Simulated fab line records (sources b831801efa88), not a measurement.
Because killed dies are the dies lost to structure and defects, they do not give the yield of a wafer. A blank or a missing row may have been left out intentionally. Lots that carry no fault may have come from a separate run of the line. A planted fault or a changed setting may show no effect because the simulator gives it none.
fab line records ; flow gf180mcu
record lots=14; wafers=42; last-day=34
route steps=602 shown HV_LDD@187
lots with no fault: from the same line, run without faults
start-h: hours from the record's opening day to when the first of the lot's shown wafers began ; wait-h: hours from the lot's prior step to this one ; " as in the row above ; L1.1+2: a single row standing in for several wafers ; - no value present, or no start provided ; * or withheld: withheld ; < > ~ a bound
route shown NAME@n: a module of which the file shows steps, and the number in the route of the first ; usual: mean/standard deviation of fault-free wafers ; same: alike in all rows ; chamber/n: place in a boat ; sites: readings site by site ; _std_site: the values' standard deviation ; _edge_site: inner sites' mean taken away from outer sites' mean ; radius-mm: how far each site lies from the wafer's centre ; mask NAME#n: copy n ; behind: the tool/chamber that last shaped the wafer ; hold: why the lot was held/for how many hours/how that ended ; device: names the non-switching transistor (n, p or np) ; end of line: the tests these same wafers got at the end of their route ; where a step has no rows: the recipe by itself ; killed: count of dies lost to structure and defects at first sort (not the wafer's yield) ; map: per-die view of a wafer (x killed, . not killed, _ where there is no die)
set.NAME: the setting as run; set.NAME@STEP: as run at that earlier step ; model.NAME: the simulator's own value behind a step, which no gauge read
the route's steps for a sample of lots (tables are steps, rows are wafers)
services: a tool's chamber out of use, with start hour (start-h, from the record's first day; less than 0 if before it), hours out, and reason
## steps
# step GF_HV_LDD_TW_MEAS_11
# usual HV_LDD_TW=2437/12
lot.wafer;tool;chamber;start-h;wait-h;HV_LDD_TW
L334.2;film-metro-04;-;221.46;0.1;2432
L334.3;film-metro-04;-;221.46;0.1;2451
L334.6;film-metro-04;-;221.46;0.1;2448
L335.1;film-metro-01;-;225.82;0.1;2448
L335.3;film-metro-01;-;225.82;0.1;2446
L335.5;film-metro-01;-;225.82;0.1;2437
L336.2;film-metro-03;-;237.58;0.1;2438
L336.4;film-metro-03;-;237.58;0.1;2444
L336.5;film-metro-03;-;237.58;0.1;2426
L338.3;film-metro-03;-;249.85;0.1;2436
L338.4;film-metro-03;-;249.85;0.1;2424
L338.5;film-metro-03;-;249.85;0.1;2425
L339.1;film-metro-01;-;262.47;0.1;2427
L339.5;film-metro-01;-;262.47;0.1;2439
L339.6;film-metro-01;-;262.47;0.1;2428
L342.1;film-metro-03;-;284.30;0.1;2432
L342.2;film-metro-03;-;284.30;0.1;2446
L342.4;film-metro-03;-;284.30;0.1;2449
L345.1;film-metro-01;-;303.67;0.1;2443
L345.3;film-metro-01;-;303.67;0.1;2446
L345.6;film-metro-01;-;303.67;0.1;2444
L349.1;film-metro-01;-;329.62;0.1;2408
L349.2;film-metro-01;-;329.62;0.1;2411
L349.5;film-metro-01;-;329.62;0.1;2412
L350.1;film-metro-03;-;349.72;0.1;2439
L350.5;film-metro-03;-;349.72;0.1;2439
L350.6;film-metro-03;-;349.72;0.1;2438
L351.1;film-metro-03;-;359.02;0.1;2449
L351.2;film-metro-03;-;359.02;0.1;2440
L351.5;film-metro-03;-;359.02;0.1;2437
L353.1;film-metro-04;-;373.28;0.1;2440
L353.2;film-metro-04;-;373.28;0.1;2444
L353.3;film-metro-04;-;373.28;0.1;2438
L354.1;film-metro-01;-;378.23;0.1;2423
L354.3;film-metro-01;-;378.23;0.1;2416
L354.4;film-metro-01;-;378.23;0.1;2415
L355.1;film-metro-03;-;389.87;0.1;2428
L355.2;film-metro-03;-;389.87;0.1;2443
L355.4;film-metro-03;-;389.87;0.1;2446
L356.2;film-metro-01;-;393.63;0.1;2434
L356.5;film-metro-01;-;393.63;0.1;2420
L356.6;film-metro-01;-;393.63;0.1;2415
# step GF_HV_LDD_STRIP_22
# recipe chemistry=O2/N2; power-w=1400; pressure-mtorr=1500; platen-temp-c=250; o2-flow-sccm=3000; n2-flow-sccm=300; overash-fraction=0.5
# usual drypump-motor-current-A=6.1/0.51; heater-power-w=350/24; oes-product-au=0.716/0.0048; strip-time-to-endpoint-s=12.65/0.031
lot.wafer;tool;chamber;start-h;wait-h;drypump-motor-current-A;heater-power-w;oes-product-au;rf-hours-counter-h;strip-time-to-endpoint-s
L334.2;plasma-asher-04;1;240.42;0.1;6.4;344;0.710;60;12.71
L334.3;plasma-asher-04;0;240.42;0.1;6.2;315;0.711;-;12.75
L334.6;plasma-asher-04;1;240.42;0.1;6.4;339;0.718;-;12.70
L335.1;plasma-asher-01;1;244.77;0.1;6.2;337;0.715;48;12.66
L335.3;plasma-asher-01;1;244.77;0.1;6.2;349;0.723;-;12.66
L335.5;plasma-asher-01;1;244.77;0.1;6.2;342;0.718;-;12.65
L336.2;plasma-asher-01;1;255.67;0.1;6.3;350;0.720;49;12.65
L336.4;plasma-asher-01;1;255.67;0.1;6.3;334;0.716;-;12.65
L336.5;plasma-asher-01;0;255.67;0.1;6.6;357;0.717;-;12.65
L338.3;plasma-asher-01;0;269.46;0.1;6.6;350;0.730;-;12.68
L338.4;plasma-asher-01;1;269.46;0.1;6.3;341;0.713;-;12.71
L338.5;plasma-asher-01;0;269.46;0.1;6.6;351;0.706;-;12.68
L339.1;plasma-asher-04;1;281.92;0.1;6.4;336;0.713;65;12.57
L339.5;plasma-asher-04;1;281.92;0.1;6.4;348;0.708;-;12.57
L339.6;plasma-asher-04;0;281.92;0.1;6.2;315;0.714;-;12.56
L342.1;plasma-asher-02;1;304.02;0.1;5.9;391;0.717;67;12.64
L342.2;plasma-asher-02;0;304.02;0.1;5.0;337;0.724;67;12.59
L342.4;plasma-asher-02;0;304.02;0.1;5.0;345;0.716;-;12.63
L345.1;plasma-asher-02;1;324.39;0.1;5.9;401;0.718;69;12.65
L345.3;plasma-asher-02;1;324.39;0.1;5.9;401;0.719;-;12.67
L345.6;plasma-asher-02;1;324.39;0.1;5.9;394;0.713;-;12.68
L349.1;plasma-asher-04;1;351.57;0.1;6.4;337;0.714;73;12.67
L349.2;plasma-asher-04;0;351.57;0.1;6.2;322;0.724;73;12.67
L349.5;plasma-asher-04;0;351.57;0.1;6.2;323;0.718;-;12.64
L350.1;plasma-asher-02;0;372.57;0.1;5.0;348;0.707;74;12.61
L350.5;plasma-asher-02;0;372.57;0.1;5.0;334;0.722;-;12.64
L350.6;plasma-asher-02;1;372.57;0.1;5.9;397;0.714;-;12.64
L351.1;plasma-asher-02;0;381.62;0.1;5.0;344;0.719;75;12.68
L351.2;plasma-asher-02;1;381.62;0.1;5.9;398;0.712;75;12.68
L351.5;plasma-asher-02;1;381.62;0.1;5.9;402;0.712;-;12.68
L353.1;plasma-asher-01;0;395.72;0.1;6.6;350;0.715;62;12.68
L353.2;plasma-asher-01;1;395.72;0.1;6.3;336;0.712;62;12.62
L353.3;plasma-asher-01;1;395.72;0.1;6.3;334;0.711;-;12.62
L354.1;plasma-asher-02;0;400.72;0.1;5.0;343;0.718;77;12.69
L354.3;plasma-asher-02;0;400.72;0.1;5.0;343;0.712;-;12.71
L354.4;plasma-asher-02;1;400.72;0.1;5.9;407;0.721;-;12.70
L355.1;plasma-asher-01;1;413.13;0.1;6.2;347;0.711;64;12.68
L355.2;plasma-asher-01;0;413.13;0.1;6.6;346;0.723;64;12.63
L355.4;plasma-asher-01;1;413.13;0.1;6.3;356;0.722;-;12.68
L356.2;plasma-asher-01;1;416.93;0.1;6.3;335;0.720;64;12.63
L356.5;plasma-asher-01;1;416.93;0.1;6.3;336;0.711;-;12.67
L356.6;plasma-asher-01;0;416.93;0.1;6.6;357;0.720;-;12.66
# step GF_HV_LDD_IMPLANT_35
# recipe species=P; energy-kev=60; dose-cm2=7.5e+12; tilt-deg=30; rotation-deg=180
# usual beam-energy-keV=60.004/0.018; beam-on-s=9.98/0.19; dose-ions-cm2=7.498e+12/8.6e+09; end-station-pressure-torr=5.02e-06/2.7e-07
lot.wafer;tool;chamber;start-h;wait-h;beam-energy-keV;beam-on-s;dose-ions-cm2;end-station-pressure-torr
L334.2;implanter-02;0;258.80;0.1;60.012;10.24;7.499e+12;4.78e-06
L334.3;implanter-02;0;258.80;0.1;60.013;9.92;7.496e+12;4.62e-06
L334.6;implanter-02;0;258.80;0.1;59.988;9.86;7.492e+12;4.79e-06
L335.1;implanter-03;0;263.62;0.1;60.007;9.88;7.495e+12;4.8e-06
L335.3;implanter-03;0;263.62;0.1;59.997;9.92;7.496e+12;5.24e-06
L335.5;implanter-03;0;263.62;0.1;60.015;10.12;7.492e+12;4.96e-06
L336.2;implanter-01;0;275.05;0.1;60.003;10.01;7.491e+12;4.8e-06
L336.4;implanter-01;0;275.05;0.1;59.986;9.93;7.497e+12;4.99e-06
L336.5;implanter-01;0;275.05;0.1;59.990;10.36;7.481e+12;5.99e-06
L338.3;implanter-03;-;289.07;0.1;-;-;-;-
L338.4;implanter-03;-;289.07;0.1;-;-;-;-
L338.5;implanter-03;-;289.07;0.1;-;-;-;-
L339.1;implanter-03;-;302.28;0.1;-;-;-;-
L339.5;implanter-03;-;302.28;0.1;-;-;-;-
L339.6;implanter-03;-;302.28;0.1;-;-;-;-
L342.1;implanter-03;0;325.12;0.1;59.996;10.20;7.502e+12;5.53e-06
L342.2;implanter-03;0;325.12;0.1;59.977;10.04;7.518e+12;5.1e-06
L342.4;implanter-03;0;325.12;0.1;59.982;9.95;7.514e+12;5.08e-06
L345.1;implanter-03;0;346.61;0.1;59.980;10.09;7.496e+12;5.45e-06
L345.3;implanter-03;0;346.61;0.1;60.001;10.04;7.494e+12;4.98e-06
L345.6;implanter-03;0;346.61;0.1;60.005;9.85;7.501e+12;4.54e-06
L349.1;implanter-01;0;374.52;0.1;59.984;10.12;7.486e+12;4.74e-06
L349.2;implanter-01;0;374.52;0.1;59.974;9.77;7.497e+12;5.35e-06
L349.5;implanter-01;0;374.52;0.1;59.987;9.90;7.499e+12;5.46e-06
L350.1;implanter-03;0;395.67;0.1;59.979;9.92;7.505e+12;5.71e-06
L350.5;implanter-03;0;395.67;0.1;60.019;9.76;7.498e+12;4.76e-06
L350.6;implanter-03;0;395.67;0.1;59.995;9.87;7.493e+12;5.23e-06
L351.1;implanter-03;0;404.48;0.1;59.981;9.90;7.487e+12;4.84e-06
L351.2;implanter-03;0;404.48;0.1;60.011;10.17;7.512e+12;4.85e-06
L351.5;implanter-03;0;404.48;0.1;59.983;10.17;7.498e+12;4.95e-06
L353.1;implanter-03;0;419.04;0.1;59.952;9.50;7.491e+12;5.09e-06
L353.2;implanter-03;0;419.04;0.1;59.991;9.95;7.488e+12;5.06e-06
L353.3;implanter-03;0;419.04;0.1;59.968;10.13;7.485e+12;5.41e-06
L354.1;implanter-02;0;424.33;0.1;60.000;10.21;7.491e+12;4.81e-06
L354.3;implanter-02;0;424.33;0.1;60.013;10.00;7.503e+12;4.74e-06
L354.4;implanter-02;0;424.33;0.1;59.994;9.93;7.495e+12;4.93e-06
L355.1;implanter-01;0;437.52;0.1;60.040;9.98;7.504e+12;5e-06
L355.2;implanter-01;0;437.52;0.1;60.020;9.90;7.492e+12;4.83e-06
L355.4;implanter-01;0;437.52;0.1;60.009;9.83;7.497e+12;4.86e-06
L356.2;implanter-02;0;440.70;0.1;60.004;10.35;7.489e+12;4.92e-06
L356.5;implanter-02;0;440.70;0.1;60.021;10.01;7.488e+12;5.41e-06
L356.6;implanter-02;0;440.70;0.1;60.016;10.05;7.492e+12;4.82e-06
# step GF_HV_LDD_STRIP_37
# recipe chemistry=O2/N2; power-w=1400; pressure-mtorr=1500; platen-temp-c=250; o2-flow-sccm=3000; n2-flow-sccm=300; overash-fraction=0.5
# usual drypump-motor-current-A=5.9/0.54; heater-power-w=354/28; oes-product-au=0.716/0.0043; strip-time-to-endpoint-s=12.65/0.03
lot.wafer;tool;chamber;start-h;wait-h;drypump-motor-current-A;heater-power-w;oes-product-au;rf-hours-counter-h;strip-time-to-endpoint-s
L334.2;plasma-asher-02;0;259.07;0.1;5.0;339;0.713;62;12.62
L334.3;plasma-asher-02;1;259.07;0.1;5.9;405;0.723;-;12.61
L334.6;plasma-asher-02;1;259.07;0.1;5.9;397;0.715;-;12.62
L335.1;plasma-asher-04;0;263.92;0.1;6.2;325;0.712;63;12.68
L335.3;plasma-asher-04;1;263.92;0.1;6.4;336;0.721;-;12.67
L335.5;plasma-asher-04;0;263.92;0.1;6.2;318;0.725;-;12.67
L336.2;plasma-asher-04;0;275.32;0.1;6.2;321;0.714;64;12.65
L336.4;plasma-asher-04;0;275.32;0.1;6.2;317;0.718;-;12.60
L336.5;plasma-asher-04;0;275.32;0.1;6.2;315;0.727;-;12.64
L338.3;plasma-asher-04;0;289.35;0.1;6.2;322;0.717;-;12.64
L338.4;plasma-asher-04;1;289.35;0.1;6.4;346;0.713;-;12.65
L338.5;plasma-asher-04;1;289.35;0.1;6.4;347;0.715;-;12.63
L339.1;plasma-asher-01;1;302.58;0.1;6.2;347;0.719;53;12.62
L339.5;plasma-asher-01;0;302.58;0.1;6.6;358;0.710;-;12.60
L339.6;plasma-asher-01;1;302.58;0.1;6.2;342;0.720;-;12.59
L342.1;plasma-asher-04;0;325.42;0.1;6.2;325;0.714;70;12.66
L342.2;plasma-asher-04;1;325.42;0.1;6.4;344;0.718;70;12.68
L342.4;plasma-asher-04;1;325.42;0.1;6.4;345;0.719;-;12.69
L345.1;plasma-asher-02;1;346.91;0.1;5.9;403;0.720;72;12.63
L345.3;plasma-asher-02;0;346.91;0.1;5.1;351;0.719;-;12.63
L345.6;plasma-asher-02;1;346.91;0.1;5.9;391;0.718;-;12.70
L349.1;plasma-asher-02;0;374.82;0.1;5.0;342;0.711;74;12.60
L349.2;plasma-asher-02;1;374.82;0.1;5.9;405;0.713;74;12.63
L349.5;plasma-asher-02;0;374.82;0.1;5.0;332;0.712;-;12.61
L350.1;plasma-asher-02;1;395.97;0.1;5.9;402;0.718;76;12.71
L350.5;plasma-asher-02;0;395.97;0.1;5.0;337;0.716;-;12.65
L350.6;plasma-asher-02;1;395.97;0.1;5.9;397;0.720;-;12.69
L351.1;plasma-asher-01;0;404.78;0.1;6.6;348;0.717;63;12.63
L351.2;plasma-asher-01;1;404.78;0.1;6.3;341;0.713;63;12.66
L351.5;plasma-asher-01;0;404.78;0.1;6.6;359;0.710;-;12.67
L353.1;plasma-asher-02;1;419.34;0.1;5.9;397;0.713;79;12.67
L353.2;plasma-asher-02;0;419.34;0.1;5.0;333;0.719;79;12.62
L353.3;plasma-asher-02;1;419.34;0.1;5.9;404;0.712;-;12.66
L354.1;plasma-asher-01;1;424.63;0.1;6.2;334;0.726;65;12.67
L354.3;plasma-asher-01;0;424.63;0.1;6.6;350;0.715;-;12.67
L354.4;plasma-asher-01;1;424.63;0.1;6.2;347;0.713;-;12.66
L355.1;plasma-asher-02;0;437.82;0.1;5.0;344;0.713;1;12.68
L355.2;plasma-asher-02;1;437.82;0.1;5.9;396;0.722;1;12.66
L355.4;plasma-asher-02;0;437.82;0.1;5.1;349;0.708;-;12.66
L356.2;plasma-asher-04;0;440.98;0.1;6.2;322;0.712;82;12.75
L356.5;plasma-asher-04;0;440.98;0.1;6.2;315;0.712;-;12.71
L356.6;plasma-asher-04;1;440.98;0.1;6.4;344;0.710;-;12.73
# step GF_HV_LDD_TW_MEAS_38
# usual HV_LDD_3_TW=1450/10
lot.wafer;tool;chamber;start-h;wait-h;HV_LDD_3_TW
L334.2;film-metro-04;-;259.18;0.1;1453
L334.3;film-metro-04;-;259.18;0.1;1455
L334.6;film-metro-04;-;259.18;0.1;1448
L335.1;film-metro-01;-;264.02;0.1;1447
L335.3;film-metro-01;-;264.02;0.1;1453
L335.5;film-metro-01;-;264.02;0.1;1453
L336.2;film-metro-04;-;275.43;0.1;1461
L336.4;film-metro-04;-;275.43;0.1;1459
L336.5;film-metro-04;-;275.43;0.1;1469
L338.3;film-metro-01;-;289.44;0.1;1330
L338.4;film-metro-01;-;289.44;0.1;1323
L338.5;film-metro-01;-;289.44;0.1;1328
L339.1;film-metro-01;-;302.68;0.1;1322
L339.5;film-metro-01;-;302.68;0.1;1329
L339.6;film-metro-01;-;302.68;0.1;1326
L342.1;film-metro-01;-;325.52;0.1;1430
L342.2;film-metro-01;-;325.52;0.1;1426
L342.4;film-metro-01;-;325.52;0.1;1432
L345.1;film-metro-04;-;347.01;0.1;1452
L345.3;film-metro-04;-;347.01;0.1;1459
L345.6;film-metro-04;-;347.01;0.1;1465
L349.1;film-metro-03;-;374.92;0.1;1455
L349.2;film-metro-03;-;374.92;0.1;1447
L349.5;film-metro-03;-;374.92;0.1;1447
L350.1;film-metro-01;-;396.07;0.1;1441
L350.5;film-metro-01;-;396.07;0.1;1447
L350.6;film-metro-01;-;396.07;0.1;1445
L351.1;film-metro-04;-;404.88;0.1;1460
L351.2;film-metro-04;-;404.88;0.1;1452
L351.5;film-metro-04;-;404.88;0.1;1456
L353.1;film-metro-03;-;419.44;0.1;1454
L353.2;film-metro-03;-;419.44;0.1;1446
L353.3;film-metro-03;-;419.44;0.1;1446
L354.1;film-metro-01;-;424.73;0.1;1442
L354.3;film-metro-01;-;424.73;0.1;1429
L354.4;film-metro-01;-;424.73;0.1;1438
L355.1;film-metro-04;-;437.92;0.1;1462
L355.2;film-metro-04;-;437.92;0.1;1460
L355.4;film-metro-04;-;437.92;0.1;1464
L356.2;film-metro-01;-;441.09;0.1;1440
L356.5;film-metro-01;-;441.09;0.1;1441
L356.6;film-metro-01;-;441.09;0.1;1438
## services
tool;chamber;start-h;hours;kind
implanter-03;-;242.32;2.6;repair
plasma-asher-01;-;250.46;2.8;pm
implanter-03;-;253.98;5.6;pm
plasma-asher-01;-;281.07;15.6;pm
implanter-01;-;283.34;1.7;repair
implanter-01;-;289.17;3.7;repair
plasma-asher-01;-;308.23;0.4;repair
implanter-02;-;310.48;2.4;repair
implanter-01;-;325.67;4.7;repair
implanter-01;-;360.87;1.2;repair
implanter-03;-;373.48;6.8;repair
implanter-03;-;374.89;4.1;repair
implanter-02;-;391.01;6.2;pm
implanter-01;-;405.19;4.8;repair
plasma-asher-02;-;421.25;9.0;pm
plasma-asher-02;0;421.25;9.0;vent-cycle
plasma-asher-02;1;421.25;9.0;vent-cycle
plasma-asher-02;0;430.25;-;clean
plasma-asher-02;1;430.25;-;clean
## key
first-sign step=GF_HV_LDD_IMPLANT_35; reading=tool-record; direction=missing
effect step=GF_HV_LDD_TW_MEAS_38; reading=HV_LDD_3_TW; direction=down; sigmas=12; usual=1450; struck=1326
met-at GF_HV_LDD_IMPLANT_35
struck-lots L338,L339
later-rows-left-out L338.3,L338.4,L338.5,L339.1,L339.5,L339.6
sort-left-out L338.3,L338.4,L338.5,L339.1,L339.5,L339.6
tester-left-out L338,L339
not-acting-at GF_HV_LDD_TW_MEAS_11,GF_HV_LDD_STRIP_22,GF_HV_LDD_STRIP_37
onset-between 263.62 289.07
fault kind=skipped-step-whole; tool=implanter-03; chamber=-; onset-h=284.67; steps=GF_HV_LDD_IMPLANT_35; scope=struck-lots-only
# tester-left-out: of these lots the tester's yield and bins aren't shown, on N5 and GAA mostly nor the transistor test; their killed dies are dies lost to structure and defects alone, not to doping, threshold or leakage, so they don't give the yield
# sort-left-out: the simulated sort isn't trusted on such a fault, so these wafers' sort isn't shown, and their yield isn't known
# later-rows-left-out: the simulator's readings of these wafers behind a module that went badly wrong aren't trusted and aren't shown, but for the sort
